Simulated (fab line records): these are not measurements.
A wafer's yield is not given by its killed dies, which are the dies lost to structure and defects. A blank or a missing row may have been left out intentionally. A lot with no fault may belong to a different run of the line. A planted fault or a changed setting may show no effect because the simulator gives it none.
fab line records | flow sky130
record: lots: 14 | wafers: 42 | last-day: 50
route steps=708 shown VT_ADJUST_PCH@152 POLY_GATE@228
lots that met no fault: taken from a fault-free run of the same line
start-h: start of the lot's first displayed wafer, in hours after the record's first day | wait-h: hours since the lot's step before | " unchanged from the row above | L1.1+2: one row covering several wafers at once | - either no value or no given start | * or withheld: withheld | < > ~ a bound
route shown NAME@n: names a module that has steps shown in the file, with the first one's number in the route | usual: average and standard deviation across the fault-free wafers | same: alike in all rows | chamber/n: place in a boat | sites: each site's reading | _std_site: standard deviation across them | _edge_site: the outer-site mean with the inner-site mean subtracted | radius-mm: how far each site lies from the wafer's centre | mask NAME#n: copy n | behind: tool/chamber where the wafer was last shaped | hold: why the lot was held/for how many hours/how that ended | device: names the non-switching transistor (n, p or np) | end of line: the tests these same wafers got at the end of their route | a step given without rows: its recipe and nothing more | killed: not the wafer's yield, but the dies lost to structure and defects at the first sort | map: shows each die of a wafer: x if killed, . if not, _ if none is there
set.NAME: the run value of the setting; set.NAME@STEP: its run value at that earlier step | model.NAME: the simulator's own value behind a step, which no gauge read
steps of the route over a sample of lots; a table a step, a row a wafer
services: the hour from which a tool's chamber was out of use, counted from the record's first day as start-h (under 0 if before that day), plus the number of hours and why
== steps ==
step: SKY_VT_ADJUST_PCH_STRIP_09
recipe: chemistry: O2/N2 | power-w: 1400 | pressure-mtorr: 1500 | platen-temp-c: withheld | o2-flow-sccm: 3000 | n2-flow-sccm: 300 | overash-fraction: 0.5
usual: drypump-motor-current-A: 5.9/0.5 | oes-product-au: 0.722/0.0045 | strip-time-to-endpoint-s: 36.85/0.1
lot.wafer | tool            | chamber | start-h | wait-h | drypump-motor-current-A | oes-product-au | rf-hours-counter-h | strip-time-to-endpoint-s
L359.1    | plasma-asher-03 | 0       | 227.22  | 0.1    | 5.2                     | 0.718          | 43                 | 36.95
L359.3    | "               | 0       | "       | "      | 5.2                     | 0.724          | -                  | 36.79
L359.6    | "               | 0       | "       | "      | 5.2                     | 0.722          | -                  | 36.78
L360.2    | plasma-asher-04 | 1       | 231.07  | 0.1    | 6.7                     | 0.717          | 55                 | 36.88
L360.3    | "               | 0       | "       | "      | 6.3                     | 0.724          | -                  | 36.78
L360.4    | "               | 1       | "       | "      | 6.7                     | 0.722          | -                  | 36.92
L361.1    | plasma-asher-03 | 1       | 243.86  | 0.1    | 6.3                     | 0.720          | 45                 | 36.55
L361.2    | "               | 0       | "       | "      | 5.2                     | 0.718          | 45                 | 36.76
L361.3    | "               | 0       | "       | "      | 5.2                     | 0.726          | -                  | 36.66
L362.2    | plasma-asher-03 | 0       | 250.34  | 0.1    | 5.2                     | 0.713          | 45                 | 36.90
L362.3    | "               | 1       | "       | "      | 6.3                     | 0.729          | -                  | 37.02
L362.6    | "               | 1       | "       | "      | 6.3                     | 0.718          | -                  | 36.91
L363.3    | plasma-asher-03 | 0       | 256.31  | 0.1    | 5.2                     | 0.720          | -                  | 36.79
L363.4    | "               | 1       | "       | "      | 6.3                     | 0.731          | -                  | 36.84
L363.6    | "               | 0       | "       | "      | 5.2                     | 0.722          | -                  | 36.64
L364.1    | plasma-asher-03 | 0       | 263.37  | 0.1    | 5.2                     | 0.715          | 47                 | 36.92
L364.2    | "               | 1       | "       | "      | 6.3                     | 0.723          | 47                 | 36.85
L364.4    | "               | 1       | "       | "      | 6.3                     | 0.726          | -                  | 36.88
L366.3    | plasma-asher-03 | 0       | 284.26  | 0.1    | 5.2                     | 0.719          | -                  | 36.87
L366.5    | "               | 0       | "       | "      | 5.2                     | 0.721          | -                  | 36.80
L366.6    | "               | 1       | "       | "      | 6.3                     | 0.725          | -                  | 36.89
L367.2    | plasma-asher-04 | 1       | 287.81  | 0.1    | 6.7                     | 0.720          | 60                 | 37.02
L367.5    | "               | 0       | "       | "      | 6.3                     | 0.727          | -                  | 36.93
L367.6    | "               | 1       | "       | "      | 6.7                     | 0.719          | -                  | 36.77
L370.3    | plasma-asher-03 | 1       | 307.14  | 0.1    | 6.3                     | 0.719          | -                  | 36.89
L370.4    | "               | 0       | "       | "      | 5.2                     | 0.716          | -                  | 36.79
L370.5    | "               | 0       | "       | "      | 5.3                     | 0.728          | -                  | 36.83
L371.4    | plasma-asher-02 | 0       | 314.86  | 0.1    | 5.6                     | 0.719          | -                  | 36.96
L371.5    | "               | 0       | "       | "      | 5.6                     | 0.719          | -                  | 37.01
L371.6    | "               | 1       | "       | "      | 5.8                     | 0.731          | -                  | 36.88
L372.3    | plasma-asher-02 | 0       | 322.04  | 0.1    | 5.6                     | 0.720          | -                  | 36.88
L372.5    | "               | 1       | "       | "      | 5.9                     | 0.711          | -                  | 36.86
L372.6    | "               | 0       | "       | "      | 5.6                     | 0.721          | -                  | 36.87
L376.1    | plasma-asher-02 | 1       | 353.17  | 0.1    | 5.8                     | 0.720          | 67                 | 36.95
L376.5    | "               | 0       | "       | "      | 5.6                     | 0.722          | -                  | 36.86
L376.6    | "               | 1       | "       | "      | 5.8                     | 0.716          | -                  | 36.81
L381.2    | plasma-asher-03 | 1       | 399.82  | 0.1    | 6.3                     | 0.716          | 59                 | 36.68
L381.3    | "               | 0       | "       | "      | 5.2                     | 0.724          | -                  | 36.87
L381.5    | "               | 1       | "       | "      | 6.3                     | 0.727          | -                  | 36.79
L382.1    | plasma-asher-03 | 0       | 404.07  | 0.1    | 5.2                     | 0.722          | 59                 | 36.86
L382.2    | "               | 1       | "       | "      | 6.3                     | 0.710          | 59                 | 37.01
L382.3    | "               | 1       | "       | "      | 6.3                     | 0.714          | -                  | 36.79
step: SKY_VT_ADJUST_PCH_TW_MEAS_10
usual: VT_ADJUST_PCH_TW: 143.1/0.61
lot.wafer | tool          | chamber | start-h | wait-h | VT_ADJUST_PCH_TW
L359.1    | film-metro-03 | -       | 227.32  | 0.1    | 143.2
L359.3    | "             | -       | "       | "      | 142.8
L359.6    | "             | -       | "       | "      | 142.5
L360.2    | film-metro-03 | -       | 231.18  | 0.1    | 142.4
L360.3    | "             | -       | "       | "      | 143.3
L360.4    | "             | -       | "       | "      | 142.3
L361.1    | film-metro-03 | -       | 243.96  | 0.1    | 142.3
L361.2    | "             | -       | "       | "      | 142.7
L361.3    | "             | -       | "       | "      | 141.8
L362.2    | film-metro-02 | -       | 250.45  | 0.1    | 144.2
L362.3    | "             | -       | "       | "      | 143.0
L362.6    | "             | -       | "       | "      | 143.5
L363.3    | film-metro-02 | -       | 256.40  | 0.1    | 144.4
L363.4    | "             | -       | "       | "      | 144.3
L363.6    | "             | -       | "       | "      | 143.9
L364.1    | film-metro-03 | -       | 263.47  | 0.1    | 142.5
L364.2    | "             | -       | "       | "      | 141.4
L364.4    | "             | -       | "       | "      | 141.8
L366.3    | film-metro-03 | -       | 284.34  | 0.1    | 142.5
L366.5    | "             | -       | "       | "      | 142.2
L366.6    | "             | -       | "       | "      | 142.2
L367.2    | film-metro-02 | -       | 287.92  | 0.1    | 142.6
L367.5    | "             | -       | "       | "      | 143.3
L367.6    | "             | -       | "       | "      | 143.0
L370.3    | film-metro-02 | -       | 307.23  | 0.1    | 142.8
L370.4    | "             | -       | "       | "      | 143.2
L370.5    | "             | -       | "       | "      | 143.5
L371.4    | film-metro-03 | -       | 314.95  | 0.1    | 142.2
L371.5    | "             | -       | "       | "      | 142.1
L371.6    | "             | -       | "       | "      | 142.2
L372.3    | film-metro-02 | -       | 322.13  | 0.1    | 143.5
L372.5    | "             | -       | "       | "      | 143.0
L372.6    | "             | -       | "       | "      | 143.5
L376.1    | film-metro-02 | -       | 353.27  | 0.1    | 142.8
L376.5    | "             | -       | "       | "      | 143.7
L376.6    | "             | -       | "       | "      | 142.1
L381.2    | film-metro-03 | -       | 399.93  | 0.1    | 142.9
L381.3    | "             | -       | "       | "      | 143.9
L381.5    | "             | -       | "       | "      | 143.1
L382.1    | film-metro-03 | -       | 404.17  | 0.1    | 142.9
L382.2    | "             | -       | "       | "      | 143.6
L382.3    | "             | -       | "       | "      | 143.2
step: SKY_POLY_GATE_OVL_MEAS_14
usual: POLY_GATE_OVL: 1/4.2
lot.wafer | tool       | chamber | start-h | wait-h | POLY_GATE_OVL[nm]
L359.1    | overlay-01 | -       | 374.35  | 0.1    | -8
L359.3    | "          | -       | "       | "      | 0
L359.6    | "          | -       | "       | "      | 6
L360.2    | overlay-01 | -       | 379.86  | 0.1    | -9
L360.3    | "          | -       | "       | "      | -4
L360.4    | "          | -       | "       | "      | -3
L361.1    | overlay-02 | -       | 390.15  | 0.1    | 1
L361.2    | "          | -       | "       | "      | -6
L361.3    | "          | -       | "       | "      | -7
L362.2    | overlay-01 | -       | 399.11  | 0.1    | 7
L362.3    | "          | -       | "       | "      | 2
L362.6    | "          | -       | "       | "      | 4
L363.3    | overlay-02 | -       | 404.36  | 0.1    | 2
L363.4    | "          | -       | "       | "      | 1
L363.6    | "          | -       | "       | "      | 1
L364.1    | overlay-01 | -       | 412.21  | 0.1    | 0
L364.2    | "          | -       | "       | "      | 1
L364.4    | "          | -       | "       | "      | 0
L366.3    | overlay-02 | -       | 451.46  | 0.1    | -3
L366.5    | "          | -       | "       | "      | 1
L366.6    | "          | -       | "       | "      | 0
L367.2    | overlay-01 | -       | 451.71  | 0.1    | 13
L367.5    | "          | -       | "       | "      | 1
L367.6    | "          | -       | "       | "      | 0
L370.3    | overlay-02 | -       | 464.17  | 0.1    | 3
L370.4    | "          | -       | "       | "      | -3
L370.5    | "          | -       | "       | "      | 1
L371.4    | overlay-02 | -       | 474.96  | 0.1    | 0
L371.5    | "          | -       | "       | "      | 2
L371.6    | "          | -       | "       | "      | -3
L372.3    | overlay-01 | -       | 482.21  | 0.1    | 5
L372.5    | "          | -       | "       | "      | 1
L372.6    | "          | -       | "       | "      | 0
L376.1    | overlay-01 | -       | 518.62  | 0.1    | -2
L376.5    | "          | -       | "       | "      | 2
L376.6    | "          | -       | "       | "      | 4
L381.2    | overlay-02 | -       | 566.06  | 0.1    | -6
L381.3    | "          | -       | "       | "      | -2
L381.5    | "          | -       | "       | "      | -5
L382.1    | overlay-02 | -       | 569.05  | 0.1    | 6
L382.2    | "          | -       | "       | "      | 6
L382.3    | "          | -       | "       | "      | 5
step: SKY_POLY_GATE_ETCH_16
recipe: stop-on: poly-Si | chemistry: CH3F/O2 | target: Si3N4 | source-w: 400 | bias-w: 80 | pressure-mtorr: 25 | ch3f-flow-sccm: 40 | O2_flow_sccm: 30 | time-s: 147.5 | target-depth-a: 750
usual: O2_flow_sccm: 30.00/0.086 | bias-w: 80.02/0.2 | drypump-motor-current-A: 5.6/0.41 | oes-product-au: 0.639/0.0049 | throttle-valve-pct: 10.535/0.0094
lot.wafer | tool        | chamber | start-h | wait-h | O2_flow_sccm | bias-w | drypump-motor-current-A | oes-product-au | rf-hours-counter-h | throttle-valve-pct
L359.1    | rie-diel-04 | 1       | 374.46  | 0.0    | 30.00        | 80.05  | 5.8                     | 0.647          | 62                 | 10.512
L359.3    | "           | 0       | "       | "      | 29.97        | 79.68  | 5.3                     | 0.645          | 76                 | 10.546
L359.6    | "           | 2       | "       | "      | 29.92        | 79.85  | 5.2                     | 0.645          | -                  | 10.536
L360.2    | rie-diel-02 | 0       | 379.97  | 0.0    | 29.89        | 79.98  | 5.3                     | 0.642          | 45                 | 10.539
L360.3    | "           | 3       | "       | "      | 30.03        | 80.04  | 5.2                     | 0.641          | 7                  | 10.532
L360.4    | "           | 1       | "       | "      | 29.96        | 79.94  | 5.5                     | 0.645          | 75                 | 10.530
L361.1    | rie-diel-02 | 2       | 390.26  | 0.0    | 29.95        | 80.22  | 6.0                     | 0.648          | 18                 | 10.520
L361.2    | "           | 1       | "       | "      | 30.10        | 79.94  | 5.5                     | 0.638          | 75                 | 10.527
L361.3    | "           | 3       | "       | "      | 29.98        | 80.17  | 5.2                     | 0.641          | 7                  | 10.529
L362.2    | rie-diel-03 | 2       | 399.22  | 0.0    | 30.13        | 80.08  | 5.3                     | 0.643          | 1                  | 10.546
L362.3    | "           | 3       | "       | "      | 29.97        | 79.74  | 6.5                     | 0.644          | 6                  | 10.533
L362.6    | "           | 3       | "       | "      | 30.00        | 79.64  | 6.5                     | 0.630          | -                  | 10.542
L363.3    | rie-diel-04 | 1       | 404.46  | 0.0    | 29.91        | 80.13  | 5.8                     | 0.642          | 62                 | 10.529
L363.4    | "           | 3       | "       | "      | 30.05        | 80.40  | 6.0                     | 0.636          | 68                 | 10.538
L363.6    | "           | 1       | "       | "      | 29.96        | 80.13  | 5.7                     | 0.631          | -                  | 10.548
L364.1    | rie-diel-04 | 2       | 412.32  | 0.0    | 30.03        | 79.89  | 5.3                     | 0.637          | 75                 | 10.535
L364.2    | "           | 3       | "       | "      | 30.12        | 80.16  | 6.0                     | 0.640          | 68                 | 10.528
L364.4    | "           | 1       | "       | "      | 29.85        | 80.05  | 5.8                     | 0.643          | 63                 | 10.545
L366.3    | rie-diel-02 | 1       | 451.56  | 0.0    | 30.00        | 80.30  | 5.5                     | 0.640          | 76                 | 10.531
L366.5    | "           | 2       | "       | "      | 29.88        | 80.04  | 6.0                     | 0.636          | -                  | 10.536
L366.6    | "           | 1       | "       | "      | 30.03        | 80.34  | 5.5                     | 0.636          | -                  | 10.510
L367.2    | rie-diel-04 | 2       | 451.82  | 0.0    | 30.06        | 80.09  | 5.2                     | 0.635          | 76                 | 10.543
L367.5    | "           | 0       | "       | "      | 29.92        | 80.09  | 5.3                     | 0.636          | -                  | 10.520
L367.6    | "           | 3       | "       | "      | 29.96        | 80.14  | 6.0                     | 0.646          | -                  | 10.531
L370.3    | rie-diel-03 | 2       | 464.27  | 0.0    | 29.86        | 80.54  | 5.3                     | 0.640          | 3                  | 10.540
L370.4    | "           | 1       | "       | "      | 29.95        | 79.90  | 5.0                     | 0.638          | 7                  | 10.541
L370.5    | "           | 1       | "       | "      | 29.94        | 80.18  | 5.0                     | 0.641          | -                  | 10.535
L371.4    | rie-diel-02 | 1       | 475.06  | 0.0    | -            | -      | -                       | -              | -                  | -
L371.5    | "           | 3       | "       | "      | -            | -      | -                       | -              | -                  | -
L371.6    | "           | 0       | "       | "      | -            | -      | -                       | -              | -                  | -
L372.3    | rie-diel-03 | 2       | 482.31  | 0.0    | -            | -      | -                       | -              | -                  | -
L372.5    | "           | 0       | "       | "      | -            | -      | -                       | -              | -                  | -
L372.6    | "           | 1       | "       | "      | -            | -      | -                       | -              | -                  | -
L376.1    | rie-diel-02 | 3       | 518.74  | 0.0    | 30.00        | 80.30  | 5.2                     | 0.637          | 10                 | 10.528
L376.5    | "           | 3       | "       | "      | 30.09        | 80.23  | 5.2                     | 0.639          | -                  | 10.531
L376.6    | "           | 0       | "       | "      | 30.04        | 80.30  | 5.3                     | 0.632          | -                  | 10.526
L381.2    | rie-diel-02 | 1       | 566.17  | 0.0    | 29.91        | 79.91  | 5.5                     | 0.642          | 78                 | 10.548
L381.3    | "           | 2       | "       | "      | 29.97        | 79.95  | 6.0                     | 0.639          | 21                 | 10.556
L381.5    | "           | 1       | "       | "      | 29.96        | 80.40  | 5.5                     | 0.637          | -                  | 10.539
L382.1    | rie-diel-02 | 1       | 569.17  | 0.0    | 29.90        | 79.65  | 5.5                     | 0.629          | 78                 | 10.549
L382.2    | "           | 2       | "       | "      | 29.86        | 79.76  | 6.0                     | 0.632          | 21                 | 10.527
L382.3    | "           | 0       | "       | "      | 29.99        | 80.10  | 5.3                     | 0.639          | 48                 | 10.526
step: SKY_POLY_GATE_STRIP_18
recipe: chemistry: O2/N2 | power-w: 1400 | pressure-mtorr: 1500 | platen-temp-c: withheld | o2-flow-sccm: 3000 | n2-flow-sccm: 300 | overash-fraction: 0.5
usual: drypump-motor-current-A: 6.0/0.52 | oes-product-au: 0.362/0.0046 | strip-time-to-endpoint-s: 3.18/0.038
lot.wafer | tool            | chamber | start-h | wait-h | drypump-motor-current-A | oes-product-au | rf-hours-counter-h | strip-time-to-endpoint-s
L359.1    | plasma-asher-03 | 1       | 374.62  | 0.0    | 6.3                     | 0.364          | 55                 | 3.25
L359.3    | "               | 0       | "       | "      | 5.2                     | 0.370          | -                  | 3.18
L359.6    | "               | 1       | "       | "      | 6.3                     | 0.360          | -                  | 3.16
L360.2    | plasma-asher-02 | 0       | 380.12  | 0.0    | 5.6                     | 0.355          | 70                 | 3.16
L360.3    | "               | 0       | "       | "      | 5.5                     | 0.363          | -                  | 3.16
L360.4    | "               | 1       | "       | "      | 5.8                     | 0.359          | -                  | 3.15
L361.1    | plasma-asher-03 | 1       | 390.42  | 0.0    | 6.3                     | 0.370          | 57                 | 3.20
L361.2    | "               | 0       | "       | "      | 5.2                     | 0.359          | 57                 | 3.10
L361.3    | "               | 0       | "       | "      | 5.2                     | 0.360          | -                  | 3.19
L362.2    | plasma-asher-04 | 1       | 399.38  | 0.0    | 6.7                     | 0.366          | 72                 | 3.20
L362.3    | "               | 0       | "       | "      | 6.2                     | 0.359          | -                  | 3.23
L362.6    | "               | 1       | "       | "      | 6.7                     | 0.363          | -                  | 3.24
L363.3    | plasma-asher-04 | 1       | 404.65  | 0.1    | 6.7                     | 0.360          | -                  | 3.23
L363.4    | "               | 0       | "       | "      | 6.2                     | 0.376          | -                  | 3.23
L363.6    | "               | 1       | "       | "      | 6.7                     | 0.363          | -                  | 3.24
L364.1    | plasma-asher-03 | 0       | 412.48  | 0.0    | 5.2                     | 0.360          | 60                 | 3.16
L364.2    | "               | 1       | "       | "      | 6.3                     | 0.370          | 60                 | 3.20
L364.4    | "               | 0       | "       | "      | 5.2                     | 0.360          | -                  | 3.27
L366.3    | plasma-asher-02 | 1       | 451.75  | 0.1    | 5.8                     | 0.356          | -                  | 3.13
L366.5    | "               | 1       | "       | "      | 5.9                     | 0.360          | -                  | 3.13
L366.6    | "               | 0       | "       | "      | 5.5                     | 0.365          | -                  | 3.16
L367.2    | plasma-asher-04 | 1       | 451.98  | 0.0    | 6.7                     | 0.364          | 77                 | 3.14
L367.5    | "               | 1       | "       | "      | 6.7                     | 0.360          | -                  | 3.24
L367.6    | "               | 0       | "       | "      | 6.2                     | 0.365          | -                  | 3.23
L370.3    | plasma-asher-03 | 0       | 464.46  | 0.1    | 5.2                     | 0.362          | -                  | 3.21
L370.4    | "               | 1       | "       | "      | 6.3                     | 0.358          | -                  | 3.16
L370.5    | "               | 0       | "       | "      | 5.2                     | 0.358          | -                  | 3.14
L371.4    | plasma-asher-03 | 0       | 475.25  | 0.1    | 5.2                     | 0.406          | -                  | 4.32
L371.5    | "               | 1       | "       | "      | 6.4                     | 0.408          | -                  | 4.35
L371.6    | "               | 0       | "       | "      | 5.2                     | 0.406          | -                  | 4.34
L372.3    | plasma-asher-04 | 1       | 482.50  | 0.1    | 6.7                     | 0.414          | -                  | 4.34
L372.5    | "               | 0       | "       | "      | 6.2                     | 0.413          | -                  | 4.34
L372.6    | "               | 1       | "       | "      | 6.7                     | 0.406          | -                  | 4.37
L376.1    | plasma-asher-03 | 1       | 518.90  | 0.0    | 6.3                     | 0.368          | 70                 | 3.22
L376.5    | "               | 0       | "       | "      | 5.2                     | 0.361          | -                  | 3.15
L376.6    | "               | 1       | "       | "      | 6.3                     | 0.358          | -                  | 3.17
L381.2    | plasma-asher-04 | 0       | 566.32  | 0.0    | 6.3                     | 0.353          | 89                 | 3.15
L381.3    | "               | 1       | "       | "      | 6.7                     | 0.365          | -                  | 3.18
L381.5    | "               | 1       | "       | "      | 6.7                     | 0.355          | -                  | 3.15
L382.1    | plasma-asher-02 | 0       | 569.32  | 0.0    | 5.6                     | 0.361          | 14                 | 3.18
L382.2    | "               | 1       | "       | "      | 5.9                     | 0.369          | 14                 | 3.16
L382.3    | "               | 1       | "       | "      | 5.9                     | 0.361          | -                  | 3.17
== services ==
tool            | chamber | start-h | hours | kind
plasma-asher-04 | -       | 219.28  | 1.8   | repair
plasma-asher-02 | -       | 220.40  | 2.8   | pm
rie-diel-04     | -       | 229.73  | 2.8   | pm
rie-diel-02     | 3       | 241.63  | 16.3  | repair
rie-diel-03     | 1       | 249.87  | 7.7   | repair
rie-diel-03     | -       | 255.89  | 14.6  | pm
plasma-asher-04 | -       | 258.83  | 0.8   | repair
rie-diel-03     | 2       | 274.90  | 3.7   | repair
plasma-asher-02 | -       | 282.24  | 3.0   | repair
plasma-asher-03 | -       | 285.98  | 6.6   | repair
rie-diel-02     | 3       | 308.32  | 2.8   | repair
plasma-asher-03 | -       | 352.82  | 8.9   | repair
rie-diel-02     | 2       | 360.90  | 2.2   | repair
plasma-asher-03 | -       | 364.48  | 7.3   | repair
plasma-asher-04 | -       | 384.16  | 4.2   | repair
plasma-asher-02 | -       | 385.04  | 21.0  | repair
rie-diel-04     | -       | 389.13  | 14.6  | pm
plasma-asher-02 | -       | 421.25  | 9.0   | pm
rie-diel-03     | 2       | 430.03  | 2.6   | repair
plasma-asher-03 | -       | 475.92  | 3.0   | repair
plasma-asher-03 | -       | 492.63  | 7.9   | repair
rie-diel-02     | 0       | 501.77  | 2.9   | repair
plasma-asher-02 | -       | 512.16  | 2.7   | pm
rie-diel-02     | 2       | 517.24  | 14.0  | repair
== key ==
first-sign: step: SKY_POLY_GATE_ETCH_16 | reading: tool-record | direction: missing
effect: step: SKY_POLY_GATE_STRIP_18 | reading: strip-time-to-endpoint-s | direction: up | sigmas: 31 | usual: * | struck: *
met-at SKY_POLY_GATE_ETCH_16
struck-lots L371,L372
later-rows-left-out L371.4,L371.5,L371.6,L372.3,L372.5,L372.6
sort-left-out L371.4,L371.5,L371.6,L372.3,L372.5,L372.6
tester-left-out L371,L372
not-acting-at SKY_VT_ADJUST_PCH_STRIP_09,SKY_VT_ADJUST_PCH_TW_MEAS_10,SKY_POLY_GATE_OVL_MEAS_14
onset-between 464.27 475.06
fault: kind: skipped-step-whole | tool: rie-diel-02,rie-diel-03 | chamber: - | onset-h: 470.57 | steps: SKY_POLY_GATE_ETCH_16 | scope: struck-lots-only
tester-left-out: of these lots the tester's yield and bins aren't shown, on N5 and GAA mostly nor the transistor test; their killed dies are dies lost to structure and defects alone, not to doping, threshold or leakage, so they don't give the yield
sort-left-out: the simulated sort isn't trusted on such a fault, so these wafers' sort isn't shown, and their yield isn't known
later-rows-left-out: the simulator's readings of these wafers behind a module that went badly wrong aren't trusted and aren't shown, but for the sort
